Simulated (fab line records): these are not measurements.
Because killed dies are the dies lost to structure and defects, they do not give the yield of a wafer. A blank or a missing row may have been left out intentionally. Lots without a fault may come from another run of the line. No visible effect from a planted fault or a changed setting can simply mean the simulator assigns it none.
fab line records ; flow sky130
record lots=14; wafers=42; last-day=51
route steps=708 shown FIELD_ISO@16 PWDE@51 VT_ADJUST_PCH@152
lots with no fault: from the same line, run without faults
start-h: hours from the record's first day to the start of the lot's first wafer shown ; wait-h: hours elapsed since this lot's preceding step ; " as in the row above ; L1.1+2: several wafers, shown together as one row ; - either no value or no given start ; * or withheld: withheld ; < > ~ a bound
route shown NAME@n: names a module that has steps shown in the file, with the first one's number in the route ; usual: average and standard deviation across the fault-free wafers ; same: alike in all rows ; chamber/n: place in a boat ; sites: readings site by site ; _std_site: the values' standard deviation ; _edge_site: the outer-site mean with the inner-site mean subtracted ; radius-mm: how far each site lies from the wafer's centre ; mask NAME#n: copy n ; behind: tool/chamber where the wafer was last shaped ; hold: why the lot was held/for how many hours/how that ended ; device: names the non-switching transistor (n, p or np) ; end of line: tests run on the same wafers once the route is complete ; a step given without rows: its recipe and nothing more ; killed: dies lost to structure and defects at the first sort, not the wafer's yield ; map: a wafer's dies, marking killed ones x, the rest . and places with no die _
set.NAME: the run value of the setting; set.NAME@STEP: its run value at that earlier step ; model.NAME: the simulator's own value behind a step, which no gauge read
a sample of lots followed through the steps of the route, with each step as a table and each wafer as a row
services: the hour from which a tool's chamber was out of use, counted from the record's first day as start-h (under 0 if before that day), plus the number of hours and why
## steps
# step SKY_FIELD_ISO_ETCH_15
# recipe chemistry=CHF3/O2; target-depth-nm=180; stop-on=Si; source-w=600; bias-w=200; pressure-mtorr=40; chf3-flow-sccm=50; O2_flow_sccm=5; time-s=72
# usual drypump-motor-current-A=5.7/0.49; oes-product-au=0.947/0.0061; throttle-valve-pct=8.847/0.0087
lot.wafer;tool;chamber;start-h;wait-h;drypump-motor-current-A;oes-product-au;rf-hours-counter-h;throttle-valve-pct
L405.1;rie-diel-03;3;30.80;0.0;6.0;0.941;80;8.842
L405.2;rie-diel-03;2;30.80;0.0;5.0;0.946;102;8.834
L405.6;rie-diel-03;3;30.80;0.0;6.0;0.941;-;8.843
L406.1;rie-diel-04;2;35.05;0.0;5.5;0.947;122;8.845
L406.3;rie-diel-04;1;35.05;0.0;6.4;0.945;84;8.850
L406.6;rie-diel-04;3;35.05;0.0;5.2;0.952;-;8.841
L407.2;rie-diel-03;1;40.40;0.0;5.1;0.949;82;8.854
L407.3;rie-diel-03;2;40.40;0.0;5.0;0.944;103;8.841
L407.6;rie-diel-03;3;40.40;0.0;6.0;0.943;-;8.842
L409.1;rie-diel-04;1;55.28;0.0;6.4;0.952;85;8.842
L409.2;rie-diel-04;0;55.28;0.0;6.4;0.945;65;8.834
L409.6;rie-diel-04;0;55.28;0.0;6.4;0.944;-;8.860
L413.1;rie-diel-03;2;72.35;0.0;5.0;0.947;103;8.845
L413.2;rie-diel-03;0;72.35;0.0;5.9;0.942;108;8.837
L413.5;rie-diel-03;2;72.35;0.0;5.0;0.946;-;8.847
L414.1;rie-diel-01;1;78.53;0.0;6.2;0.949;132;8.844
L414.3;rie-diel-01;3;78.53;0.0;6.2;0.944;4;8.841
L414.5;rie-diel-01;3;78.53;0.0;6.2;0.951;-;8.845
L420.3;rie-diel-01;2;108.70;0.0;6.0;0.940;151;8.856
L420.4;rie-diel-01;0;108.70;0.0;5.9;0.939;130;8.840
L420.6;rie-diel-01;3;108.70;0.0;6.2;0.947;-;8.842
L421.2;rie-diel-03;1;113.43;0.0;5.2;0.950;83;8.835
L421.3;rie-diel-03;0;113.43;0.0;5.9;0.949;109;8.850
L421.5;rie-diel-03;3;113.43;0.0;6.0;0.949;-;8.856
L422.1;rie-diel-03;0;119.28;0.0;5.9;0.940;109;8.830
L422.4;rie-diel-03;1;119.28;0.0;5.1;0.944;83;8.847
L422.5;rie-diel-03;1;119.28;0.0;5.2;0.948;-;8.863
L423.2;rie-diel-04;3;125.23;0.0;5.3;0.941;112;8.838
L423.5;rie-diel-04;3;125.23;0.0;5.2;0.937;-;8.845
L423.6;rie-diel-04;2;125.23;0.0;5.5;0.951;-;8.836
L424.1;rie-diel-04;3;130.80;0.0;5.3;0.941;112;8.834
L424.2;rie-diel-04;1;130.80;0.0;6.3;0.941;86;8.840
L424.4;rie-diel-04;0;130.80;0.0;6.3;0.942;67;8.838
L425.2;rie-diel-04;1;134.73;0.0;6.4;0.949;86;8.848
L425.3;rie-diel-04;3;134.73;0.0;5.3;0.946;112;8.846
L425.6;rie-diel-04;1;134.73;0.0;6.4;0.947;-;8.855
L426.3;rie-diel-04;3;139.88;0.0;5.3;0.965;112;8.830
L426.4;rie-diel-04;3;139.88;0.0;5.3;0.950;-;8.846
L426.5;rie-diel-04;0;139.88;0.0;6.3;0.964;-;8.839
L428.4;rie-diel-03;1;150.05;0.0;5.1;0.944;84;8.854
L428.5;rie-diel-03;2;150.05;0.0;5.0;0.946;-;8.847
L428.6;rie-diel-03;1;150.05;0.0;5.1;0.946;-;8.863
# step SKY_PWDE_DEVELOP_06
# recipe wall-angle-deg=90; developer=TMAH; develop-time-s=60; dev-temp-c=23
# usual chill-plate-temp-C=23.02/0.098; develop-time-s=60/0
lot.wafer;tool;chamber;start-h;wait-h;chill-plate-temp-C;develop-time-s
L405.1;litho-track-04;0;74;-;22.97;60
L405.2;litho-track-04;0;74;-;23.03;60
L405.6;litho-track-04;0;74;-;23.03;60
L406.1;litho-track-03;0;78;-;22.91;60
L406.3;litho-track-03;0;78;-;22.97;60
L406.6;litho-track-03;0;78;-;22.97;60
L407.2;litho-track-03;0;83;-;23.01;60
L407.3;litho-track-03;0;83;-;22.96;60
L407.6;litho-track-03;0;83;-;22.87;60
L409.1;litho-track-01;0;102;-;23.18;60
L409.2;litho-track-01;0;102;-;23.08;60
L409.6;litho-track-01;0;102;-;23.00;60
L413.1;litho-track-04;-;121;-;-;-
L413.2;litho-track-04;-;121;-;-;-
L413.5;litho-track-04;-;121;-;-;-
L414.1;litho-track-03;-;125;-;-;-
L414.3;litho-track-03;-;126;-;-;-
L414.5;litho-track-03;-;126;-;-;-
L420.3;litho-track-01;0;158;-;23.19;60
L420.4;litho-track-01;0;158;-;23.18;60
L420.6;litho-track-01;0;158;-;22.93;60
L421.2;litho-track-01;0;163;-;23.03;60
L421.3;litho-track-01;0;163;-;23.00;60
L421.5;litho-track-01;0;163;-;22.91;60
L422.1;litho-track-04;0;169;-;23.03;60
L422.4;litho-track-04;0;169;-;23.08;60
L422.5;litho-track-04;0;169;-;23.12;60
L423.2;litho-track-04;0;175;-;23.24;60
L423.5;litho-track-04;0;175;-;22.98;60
L423.6;litho-track-04;0;175;-;23.07;60
L424.1;litho-track-04;0;183;-;22.99;60
L424.2;litho-track-04;0;183;-;22.94;60
L424.4;litho-track-04;0;183;-;22.91;60
L425.2;litho-track-03;0;186;-;23.05;60
L425.3;litho-track-03;0;186;-;23.10;60
L425.6;litho-track-03;0;186;-;22.89;60
L426.3;litho-track-04;0;193;-;23.11;60
L426.4;litho-track-04;0;193;-;23.07;60
L426.5;litho-track-04;0;193;-;23.12;60
L428.4;litho-track-03;0;204;-;22.91;60
L428.5;litho-track-03;0;204;-;22.99;60
L428.6;litho-track-03;0;204;-;22.99;60
# step SKY_NWELL_RS_MEAS_31
# recipe thk-meas-gauge=four-point-probe
# usual PWDE_RS=5280/16
lot.wafer;tool;chamber;start-h;wait-h;PWDE_RS[ohm/sq]
L405.1;film-metro-04;-;114.95;0.1;5313
L405.2;film-metro-04;-;114.95;0.1;5300
L405.6;film-metro-04;-;114.95;0.1;5309
L406.1;film-metro-04;-;120.50;0.1;5314
L406.3;film-metro-04;-;120.50;0.1;5293
L406.6;film-metro-04;-;120.50;0.1;5295
L407.2;film-metro-01;-;124.90;0.1;5306
L407.3;film-metro-01;-;124.90;0.1;5278
L407.6;film-metro-01;-;124.90;0.1;5296
L409.1;film-metro-01;-;145.63;0.1;5298
L409.2;film-metro-01;-;145.63;0.1;5299
L409.6;film-metro-01;-;145.63;0.1;5282
L413.1;film-metro-03;-;166.53;0.1;5293
L413.2;film-metro-03;-;166.53;0.1;5296
L413.5;film-metro-03;-;166.53;0.1;5279
L414.1;film-metro-04;-;171.23;0.1;5261
L414.3;film-metro-04;-;171.23;0.1;5279
L414.5;film-metro-04;-;171.23;0.1;5282
L420.3;film-metro-04;-;205.99;0.1;5285
L420.4;film-metro-04;-;205.99;0.1;5273
L420.6;film-metro-04;-;205.99;0.1;5270
L421.2;film-metro-04;-;211.80;0.1;5271
L421.3;film-metro-04;-;211.80;0.1;5283
L421.5;film-metro-04;-;211.80;0.1;5276
L422.1;film-metro-04;-;217.55;0.1;5299
L422.4;film-metro-04;-;217.55;0.1;5293
L422.5;film-metro-04;-;217.55;0.1;5294
L423.2;film-metro-04;-;223.15;0.1;5303
L423.5;film-metro-04;-;223.15;0.1;5279
L423.6;film-metro-04;-;223.15;0.1;5293
L424.1;film-metro-01;-;232.00;0.1;5267
L424.2;film-metro-01;-;232.00;0.1;5257
L424.4;film-metro-01;-;232.00;0.1;5260
L425.2;film-metro-03;-;234.22;0.1;5298
L425.3;film-metro-03;-;234.22;0.1;5277
L425.6;film-metro-03;-;234.22;0.1;5272
L426.3;film-metro-03;-;241.11;0.1;5256
L426.4;film-metro-03;-;241.11;0.1;5254
L426.5;film-metro-03;-;241.11;0.1;5277
L428.4;film-metro-03;-;250.82;0.1;5280
L428.5;film-metro-03;-;250.82;0.1;5281
L428.6;film-metro-03;-;250.82;0.1;5266
# step SKY_VT_ADJUST_PCH_STRIP_09
# recipe chemistry=O2/N2; power-w=1400; pressure-mtorr=1500; platen-temp-c=withheld; o2-flow-sccm=3000; n2-flow-sccm=300; overash-fraction=0.5
# usual drypump-motor-current-A=5.4/0.31; oes-product-au=0.723/0.0048; strip-time-to-endpoint-s=36.97/0.11
lot.wafer;tool;chamber;start-h;wait-h;drypump-motor-current-A;oes-product-au;rf-hours-counter-h;strip-time-to-endpoint-s
L405.1;plasma-asher-04;0;250.68;0.1;5.9;0.731;53;36.95
L405.2;plasma-asher-04;1;250.68;0.1;5.9;0.726;53;36.93
L405.6;plasma-asher-04;0;250.68;0.1;5.9;0.714;-;36.80
L406.1;plasma-asher-01;1;255.63;0.1;5.3;0.724;13;36.96
L406.3;plasma-asher-01;0;255.63;0.1;5.1;0.724;-;37.05
L406.6;plasma-asher-01;1;255.63;0.1;5.3;0.730;-;37.15
L407.2;plasma-asher-01;0;260.80;0.1;5.1;0.712;13;36.83
L407.3;plasma-asher-01;1;260.80;0.1;5.3;0.722;-;36.85
L407.6;plasma-asher-01;1;260.80;0.1;5.3;0.717;-;36.91
L409.1;plasma-asher-01;0;284.33;0.1;5.1;0.719;16;36.86
L409.2;plasma-asher-01;1;284.33;0.1;5.3;0.716;16;36.91
L409.6;plasma-asher-01;0;284.33;0.1;5.1;0.730;-;37.01
L413.1;plasma-asher-03;0;306.73;0.1;5.3;0.722;51;37.07
L413.2;plasma-asher-03;1;306.73;0.1;5.3;0.724;51;36.95
L413.5;plasma-asher-03;1;306.73;0.1;5.3;0.717;-;36.92
L414.1;plasma-asher-01;0;312.45;0.1;5.1;0.721;19;37.03
L414.3;plasma-asher-01;0;312.45;0.1;5.1;0.717;-;36.99
L414.5;plasma-asher-01;0;312.45;0.1;5.1;0.721;-;36.87
L420.3;plasma-asher-04;0;349.99;0.1;5.9;0.723;-;37.04
L420.4;plasma-asher-04;1;349.99;0.1;5.9;0.721;-;36.97
L420.6;plasma-asher-04;0;349.99;0.1;5.9;0.727;-;36.99
L421.2;plasma-asher-03;1;357.18;0.1;5.2;0.728;56;36.83
L421.3;plasma-asher-03;1;357.18;0.1;5.3;0.721;-;36.85
L421.5;plasma-asher-03;1;357.18;0.1;5.2;0.720;-;36.93
L422.1;plasma-asher-01;1;363.87;0.1;5.3;0.724;22;37.02
L422.4;plasma-asher-01;1;363.87;0.1;5.3;0.721;-;36.90
L422.5;plasma-asher-01;0;363.87;0.1;5.1;0.722;-;37.04
L423.2;plasma-asher-01;0;368.12;0.1;5.1;0.728;23;37.08
L423.5;plasma-asher-01;0;368.12;0.1;5.1;0.723;-;37.08
L423.6;plasma-asher-01;1;368.12;0.1;5.3;0.723;-;37.02
L424.1;plasma-asher-04;0;379.65;0.1;5.9;0.723;66;37.04
L424.2;plasma-asher-04;1;379.65;0.1;5.9;0.722;66;37.01
L424.4;plasma-asher-04;1;379.65;0.1;5.8;0.733;-;37.00
L425.2;plasma-asher-04;0;381.75;0.1;5.9;0.722;66;36.90
L425.3;plasma-asher-04;1;381.75;0.1;5.9;0.723;-;37.02
L425.6;plasma-asher-04;1;381.75;0.1;5.8;0.721;-;37.02
L426.3;plasma-asher-01;1;391.46;0.1;5.3;0.724;-;37.13
L426.4;plasma-asher-01;0;391.46;0.1;5.1;0.720;-;36.95
L426.5;plasma-asher-01;0;391.46;0.1;5.2;0.728;-;37.02
L428.4;plasma-asher-01;0;405.51;0.1;5.1;0.723;-;36.77
L428.5;plasma-asher-01;1;405.51;0.1;5.3;0.726;-;36.89
L428.6;plasma-asher-01;0;405.51;0.1;5.1;0.724;-;36.72
## services
tool;chamber;start-h;hours;kind
rie-diel-04;0;11.60;2.9;repair
rie-diel-01;0;16.02;3.3;repair
rie-diel-01;-;48.52;14.6;pm
rie-diel-01;-;75.07;0.2;repair
plasma-asher-04;-;103.02;1.0;repair
rie-diel-04;1;104.05;3.9;repair
plasma-asher-01;-;108.75;9.0;pm
rie-diel-04;1;110.98;1.2;repair
rie-diel-04;2;121.62;2.0;repair
rie-diel-01;-;129.69;2.8;pm
rie-diel-04;2;137.65;5.0;repair
rie-diel-04;2;165.29;8.9;repair
plasma-asher-01;-;170.90;0.9;repair
rie-diel-04;-;178.12;28.1;pm
plasma-asher-01;-;208.59;2.8;repair
rie-diel-04;1;245.03;9.4;repair
rie-diel-04;0;261.39;15.8;repair
rie-diel-04;-;289.62;4.4;repair
plasma-asher-04;-;300.06;2.8;pm
rie-diel-03;0;301.65;7.0;repair
rie-diel-01;1;302.46;8.9;repair
plasma-asher-01;-;346.35;14.6;pm
rie-diel-04;-;356.54;4.0;pm
rie-diel-03;2;378.28;4.5;repair
## key
first-sign step=SKY_PWDE_DEVELOP_06; reading=tool-record; direction=missing
effect none on later readings
met-at SKY_PWDE_DEVELOP_06
struck-lots L413,L414
sort-left-out L413.1,L413.2,L413.5,L414.1,L414.3,L414.5
tester-left-out L413,L414
not-acting-at SKY_FIELD_ISO_ETCH_15,SKY_NWELL_RS_MEAS_31,SKY_VT_ADJUST_PCH_STRIP_09
onset-between 83 121
fault kind=skipped-step-whole; tool=litho-track-03,litho-track-04; chamber=-; onset-h=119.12; steps=SKY_PWDE_DEVELOP_06; scope=struck-lots-only
# tester-left-out: of these lots the tester's yield and bins aren't shown, on N5 and GAA mostly nor the transistor test; their killed dies are dies lost to structure and defects alone, not to doping, threshold or leakage, so they don't give the yield
# sort-left-out: the simulated sort isn't trusted on such a fault, so these wafers' sort isn't shown, and their yield isn't known
